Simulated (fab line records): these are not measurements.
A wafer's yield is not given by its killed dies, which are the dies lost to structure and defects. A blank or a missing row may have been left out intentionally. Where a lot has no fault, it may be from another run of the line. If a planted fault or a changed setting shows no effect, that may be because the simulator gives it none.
fab line records	flow sky130
record: lots: 11	wafers: 33	last_day: 50
route steps=708 shown LOCAL_INTERCONNECT@401 METAL1@449 VIA1@474 METAL2@494 PAD_OPEN@708
lots that met no fault: from a run of the same line without faults
start_h: the number of hours between the record's first day and the start of the first shown wafer of the lot	wait_h: hours since the lot's step before	" the same as in the row above	L1.1+2: a row that stands for several wafers	- no value, or no start was given	* or withheld: withheld	< > ~ a bound
route shown NAME@n: NAME is a module with steps in the file, n the number in the route of the first one	usual: mean/standard deviation of fault-free wafers	same: alike in all rows	chamber/n: place in a boat	sites: readings site by site	_std_site: standard deviation across them	_edge_site: the outer-site mean with the inner-site mean subtracted	radius_mm: how far each site lies from the wafer's centre	mask NAME#n: copy n	behind: tool/chamber where the wafer was last shaped	hold: cause of the lot's hold/its duration in hours/its outcome	device: whichever transistor did not switch (one of n, p or np)	end of line: the same wafers' tests at the end of the route	step lacking rows: just its recipe	killed: not the wafer's yield, but the dies lost to structure and defects at the first sort	map: a wafer's dies, x killed, . not, _ none there
set.NAME: the setting that was run; set.NAME@STEP: the one run at that earlier step	model.NAME: the simulator's own value behind a step, which no gauge read
a sample of lots followed through the steps of the route, with each step as a table and each wafer as a row
services: the hour from which a tool's chamber was out of use, counted from the record's first day as start_h (under 0 if before that day), plus the number of hours and why
== steps ==
step: SKY_LOCAL_INTERCONNECT_METAL_ETCH_14
recipe: target_depth_nm: 110	stop_on: PSG	chemistry: Cl2/BCl3	target: TiN	resist_sidewall_deg: 88	pressure_mtorr: 10	icp_w: 900	bias_w: 48.5	Cl2_flow_sccm: 60	bcl3_flow_sccm: 30	time_s: 31.4
usual: bcl3_flow_sccm: 29.99/0.092	drypump_motor_current_A: 5.97/0.25	oes_product_au: 0.940/0.0087	throttle_valve_pct: 21.901/0.0089
lot.wafer	tool	chamber	start_h	wait_h	bcl3_flow_sccm	drypump_motor_current_A	oes_product_au	rf_hours_counter_h	throttle_valve_pct
L438.3	rie_metal-03	0	704.37	0.0	29.90	5.75	0.937	-	21.896
L438.4	"	1	"	"	29.97	6.16	0.928	-	21.898
L438.5	"	1	"	"	30.10	6.18	0.941	-	21.886
L439.4	rie_metal-02	1	707.02	0.0	30.08	5.55	0.935	-	21.898
L439.5	"	0	"	"	30.16	5.92	0.934	-	21.909
L439.6	"	1	"	"	29.88	5.54	0.946	-	21.896
L441.4	rie_metal-02	1	730.34	0.0	29.96	5.54	0.924	-	21.899
L441.5	"	0	"	"	29.98	5.89	0.931	-	21.909
L441.6	"	1	"	"	29.93	5.54	0.936	-	21.904
L442.2	rie_metal-04	0	739.25	0.1	30.17	6.07	0.923	-	21.905
L442.5	"	0	"	"	30.02	6.07	0.938	-	21.906
L442.6	"	0	"	"	30.16	6.07	0.941	-	21.896
L443.1	rie_metal-03	1	751.07	0.0	30.10	6.17	0.931	13	21.902
L443.2	"	0	"	"	30.06	5.73	0.946	12	21.899
L443.4	"	0	"	"	29.97	5.74	0.935	-	21.912
L453.1	rie_metal-04	0	841.62	0.0	30.09	6.08	0.956	6	21.893
L453.4	"	1	"	"	30.00	6.34	0.954	-	21.902
L453.5	"	0	"	"	30.26	6.07	0.951	-	21.895
L449.1	rie_metal-02	1	843.37	0.0	30.01	5.55	0.945	5	21.878
L449.2	"	0	"	"	29.98	5.93	0.939	11	21.902
L449.5	"	1	"	"	30.01	5.53	0.954	-	21.886
L455.1	rie_metal-02	0	858.54	0.0	29.98	5.93	0.936	11	21.904
L455.2	"	1	"	"	29.96	5.54	0.947	6	21.911
L455.3	"	0	"	"	30.01	5.93	0.938	-	21.912
L456.1	rie_metal-03	1	860.32	0.0	29.91	6.17	0.931	3	21.900
L456.3	"	0	"	"	29.90	5.75	0.938	-	21.908
L456.6	"	0	"	"	29.98	5.75	0.943	-	21.912
L457.2	rie_metal-03	1	866.46	0.0	30.00	6.16	0.945	3	21.905
L457.4	"	1	"	"	29.93	6.19	0.935	-	21.915
L457.6	"	0	"	"	29.95	5.75	0.932	-	21.911
L459.1	rie_metal-04	1	877.52	0.0	30.00	6.35	0.943	5	21.909
L459.5	"	1	"	"	30.11	6.31	0.934	-	21.896
L459.6	"	0	"	"	29.81	6.08	0.947	-	21.891
step: SKY_METAL1_CD_MEAS_15
recipe: target_cd_nm: 140
usual: cd_nm: 139.8/2
lot.wafer	tool	chamber	start_h	wait_h	cd_nm
L438.3	cd_sem-01	-	762.89	-	139.9
L438.4	"	-	"	"	139.4
L438.5	"	-	"	"	140.0
L439.4	cd_sem-01	-	765.36	-	142.9
L439.5	"	-	"	"	143.0
L439.6	"	-	"	"	142.5
L441.4	cd_sem-02	-	787.11	-	138.3
L441.5	"	-	"	"	136.9
L441.6	"	-	"	"	138.5
L442.2	cd_sem-02	-	797.10	-	138.6
L442.5	"	-	"	"	138.6
L442.6	"	-	"	"	137.3
L443.1	cd_sem-02	-	808.59	-	137.8
L443.2	"	-	"	"	139.4
L443.4	"	-	"	"	138.5
L453.1	cd_sem-02	-	896.39	-	140.6
L453.4	"	-	"	"	142.2
L453.5	"	-	"	"	141.2
L449.1	cd_sem-02	-	898.10	-	137.4
L449.2	"	-	"	"	137.3
L449.5	"	-	"	"	137.9
L455.1	cd_sem-02	-	913.98	-	143.4
L455.2	"	-	"	"	142.9
L455.3	"	-	"	"	144.2
L456.1	cd_sem-02	-	915.49	-	141.2
L456.3	"	-	"	"	140.2
L456.6	"	-	"	"	140.5
L457.2	cd_sem-02	-	920.66	-	137.2
L457.4	"	-	"	"	138.3
L457.6	"	-	"	"	137.0
L459.1	cd_sem-02	-	932.34	-	138.3
L459.5	"	-	"	"	139.7
L459.6	"	-	"	"	139.8
step: SKY_VIA1_STRIP_16
recipe: chemistry: O2/N2	power_w: 1400	pressure_mtorr: 1500	platen_temp_c: withheld	o2_flow_sccm: 3000	n2_flow_sccm: 300	overash_fraction: 0.5
usual: drypump_motor_current_A: 6.0/0.51	oes_product_au: 0.416/0.0044	strip_time_to_endpoint_s: 4.457/0.019
lot.wafer	tool	chamber	start_h	wait_h	drypump_motor_current_A	oes_product_au	rf_hours_counter_h	strip_time_to_endpoint_s
L438.3	plasma_asher-04	1	791.71	0.1	6.8	0.407	-	4.495
L438.4	"	0	"	"	5.2	0.410	-	4.451
L438.5	"	1	"	"	6.7	0.411	-	4.437
L439.4	plasma_asher-02	0	793.82	0.0	5.8	0.414	-	4.441
L439.5	"	0	"	"	5.8	0.419	-	4.426
L439.6	"	1	"	"	6.2	0.415	-	4.466
L441.4	plasma_asher-04	1	816.06	0.1	6.7	0.419	-	4.457
L441.5	"	1	"	"	6.8	0.416	-	4.484
L441.6	"	0	"	"	5.2	0.420	-	4.450
L442.2	plasma_asher-04	0	826.28	0.0	5.2	0.412	9	4.451
L442.5	"	1	"	"	6.8	0.415	-	4.448
L442.6	"	0	"	"	5.2	0.428	-	4.489
L443.1	plasma_asher-03	1	837.65	0.0	6.4	0.413	42	4.458
L443.2	"	0	"	"	5.6	0.414	42	4.480
L443.4	"	0	"	"	5.7	0.423	-	4.461
L453.1	plasma_asher-02	1	923.28	0.0	6.2	0.402	107	4.422
L453.4	"	0	"	"	5.8	0.423	-	4.478
L453.5	"	1	"	"	6.2	0.415	-	4.431
L449.1	plasma_asher-03	0	925.83	0.0	5.6	0.422	52	4.487
L449.2	"	1	"	"	6.3	0.412	52	4.460
L449.5	"	1	"	"	6.3	0.419	-	4.473
L455.1	plasma_asher-02	1	940.45	0.0	6.2	0.417	109	4.449
L455.2	"	0	"	"	5.8	0.415	109	4.426
L455.3	"	1	"	"	6.2	0.419	-	4.463
L456.1	plasma_asher-04	1	942.08	0.0	6.8	0.413	21	4.450
L456.3	"	0	"	"	5.2	0.419	-	4.449
L456.6	"	1	"	"	6.8	0.409	-	4.473
L457.2	plasma_asher-02	1	946.98	0.0	6.2	0.413	109	4.449
L457.4	"	0	"	"	5.9	0.417	-	4.464
L457.6	"	0	"	"	5.9	0.412	-	4.475
L459.1	plasma_asher-02	0	958.70	0.0	5.8	0.418	111	4.487
L459.5	"	1	"	"	6.2	0.426	-	4.450
L459.6	"	0	"	"	5.9	0.417	-	4.487
step: SKY_METAL2_SOFTBAKE_11
recipe: temp_c: 100	time_s: 90	resist: KrF-thick
usual: resist_line_temp_C: 23.01/0.099	run_length_s: 119.14/0.14
lot.wafer	tool	chamber	start_h	wait_h	resist_line_temp_C	run_length_s
L438.3	litho_track-04	0	806	-	23.11	119.06
L438.4	"	0	"	"	22.98	119.07
L438.5	"	0	"	"	23.11	118.92
L439.4	litho_track-01	0	808	-	23.01	119.17
L439.5	"	0	"	"	22.95	119.28
L439.6	"	0	"	"	22.83	119.25
L441.4	litho_track-04	0	830	-	22.95	118.84
L441.5	"	0	"	"	23.03	118.98
L441.6	"	0	"	"	23.09	118.85
L442.2	litho_track-01	0	840	-	23.19	119.13
L442.5	"	0	"	"	23.13	119.06
L442.6	"	0	"	"	23.09	119.14
L443.1	litho_track-02	0	852	-	22.97	119.41
L443.2	"	0	"	"	22.99	119.10
L443.4	"	0	"	"	23.10	119.22
L453.1	litho_track-02	0	936	-	22.92	124.87
L453.4	"	0	"	"	22.91	124.96
L453.5	"	0	"	"	23.07	124.97
L449.1	litho_track-02	0	939	-	23.02	124.87
L449.2	"	0	"	"	22.95	124.89
L449.5	"	0	"	"	23.06	124.79
L455.1	litho_track-01	0	953	-	23.04	119.08
L455.2	"	0	"	"	22.83	119.40
L455.3	"	0	"	"	22.90	119.31
L456.1	litho_track-04	0	956	-	23.15	118.94
L456.3	"	0	"	"	22.99	119.12
L456.6	"	0	"	"	22.93	119.16
L457.2	litho_track-01	0	960	-	22.85	119.39
L457.4	"	0	"	"	23.12	119.35
L457.6	"	0	"	"	23.11	119.04
L459.1	litho_track-04	0	972	-	22.91	119.18
L459.5	"	0	"	"	22.99	119.15
L459.6	"	0	"	"	22.87	118.87
step: SKY_PAD_OPEN_PROBE_99
usual: defect_limited_yield: 82.6/2	killed_at_M0_to_M3: 43/7.3	killed_at_M4_up: 3.4/1.7	killed_at_contacts: 24/4.5	killed_at_front_end: 16/4.4	killed_at_other: 0.2/0.51	killed_dies: 86/9.7	killed_open: 46/6.6	killed_short: 39/7.1	sort_bin_3_pad_short: 0.9/0.45	sort_bin_5_function: 10.4/1.4	sort_bin_6_memory: 6.2/1.2	sort_n_pass: 406/9.7	sort_yield_pct: 82.6/2
same: gross_dies: 492	killed_at_back_side: 0	sort_bin_4_leakage[%]: 0	sort_bin_8_speed[%]: 0
lot.wafer	tool	chamber	start_h	wait_h	defect_limited_yield[%]	killed_at_M0_to_M3	killed_at_M4_up	killed_at_contacts	killed_at_front_end	killed_at_other	killed_dies	killed_open	killed_short	sort_bin_3_pad_short[%]	sort_bin_5_function[%]	sort_bin_6_memory[%]	sort_n_pass	sort_yield_pct[%]
L449.1	prober-01	-	1175.43	0.1	83.7	40	3	24	13	0	80	39	40	1.0	10.0	5.3	412	83.7
L449.2	prober-01	-	1175.48	0.1	81.5	37	2	34	17	1	91	44	46	0.6	11.4	6.5	401	81.5
L449.5	prober-01	-	1175.63	0.2	83.9	36	2	27	13	1	79	36	42	0.8	10.4	4.9	413	83.9
killed by level:class
L449.1 CONTACT:geometric_particle:open=10 VIA1:geometric_particle:open=9 METAL1:geometric_particle:short=7 METAL2:geometric_particle:short=7 LI_CONTACT:geometric_particle:open=5 VIA2:geometric_particle:open=5 POLY_GATE:geometric_particle:short=4 FIELD_ISO:geometric_particle:open=3
L449.2 CONTACT:geometric_particle:open=8 VIA1:geometric_particle:open=8 LOCAL_INTERCONNECT:geometric_particle:short=7 CONTACT:geometric_particle:short=7 METAL2:geometric_particle:short=6 POLY_GATE:geometric_particle:short=5 LI_CONTACT:geometric_particle:open=5 VIA2:geometric_particle:open=5
L449.5 CONTACT:geometric_particle:open=10 CONTACT:geometric_particle:short=8 METAL2:geometric_particle:short=8 METAL3:geometric_particle:short=7 LI_CONTACT:geometric_particle:open=6 VIA3:geometric_particle:open=5 POLY_GATE:geometric_particle:short=4 VIA1:geometric_particle:open=4
== services ==
tool	chamber	start_h	hours	kind
litho_track-01	-	681.32	-	consumable_replace:filter
rie_metal-04	0	690.86	-	clean
rie_metal-04	0	690.86	17.5	scheduled_down
rie_metal-04	0	690.86	17.5	vent_cycle
rie_metal-04	-	696.59	14.6	pm
plasma_asher-04	-	733.75	9.0	pm
plasma_asher-04	0	733.75	9.0	vent_cycle
plasma_asher-04	1	733.75	9.0	vent_cycle
rie_metal-04	1	738.55	-	clean
rie_metal-04	1	738.55	15.2	scheduled_down
rie_metal-04	1	738.55	15.2	vent_cycle
plasma_asher-04	0	742.75	-	clean
plasma_asher-04	1	742.75	-	clean
rie_metal-03	1	759.58	-	clean
rie_metal-03	1	759.58	22.1	scheduled_down
rie_metal-03	1	759.58	22.1	vent_cycle
plasma_asher-03	-	772.82	2.4	repair
plasma_asher-03	-	840.66	1.6	repair
litho_track-01	-	845.63	-	consumable_replace:filter
plasma_asher-04	-	879.95	4.5	repair
plasma_asher-02	-	897.75	12.4	repair
rie_metal-03	0	927.17	20.9	repair
rie_metal-02	-	959.01	0.9	repair
plasma_asher-02	-	964.76	2.7	repair
== key ==
first_sign: step: SKY_METAL2_SOFTBAKE_11	reading: run_length_s	direction: up	sigmas: 41	usual: *	struck: *
effect none on later readings
met_at SKY_METAL2_SOFTBAKE_11
struck_lots L449,L453
not_acting_at SKY_LOCAL_INTERCONNECT_METAL_ETCH_14,SKY_METAL1_CD_MEAS_15,SKY_VIA1_STRIP_16
onset_between 852 936
fault: kind: process_parameter_drift	tool: litho_track-02	chamber: -	onset_h: 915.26	steps: SKY_METAL2_SOFTBAKE_11	channel: time_s	offset: *	shape: step	end_h: 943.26	acts_in: *	stated: *
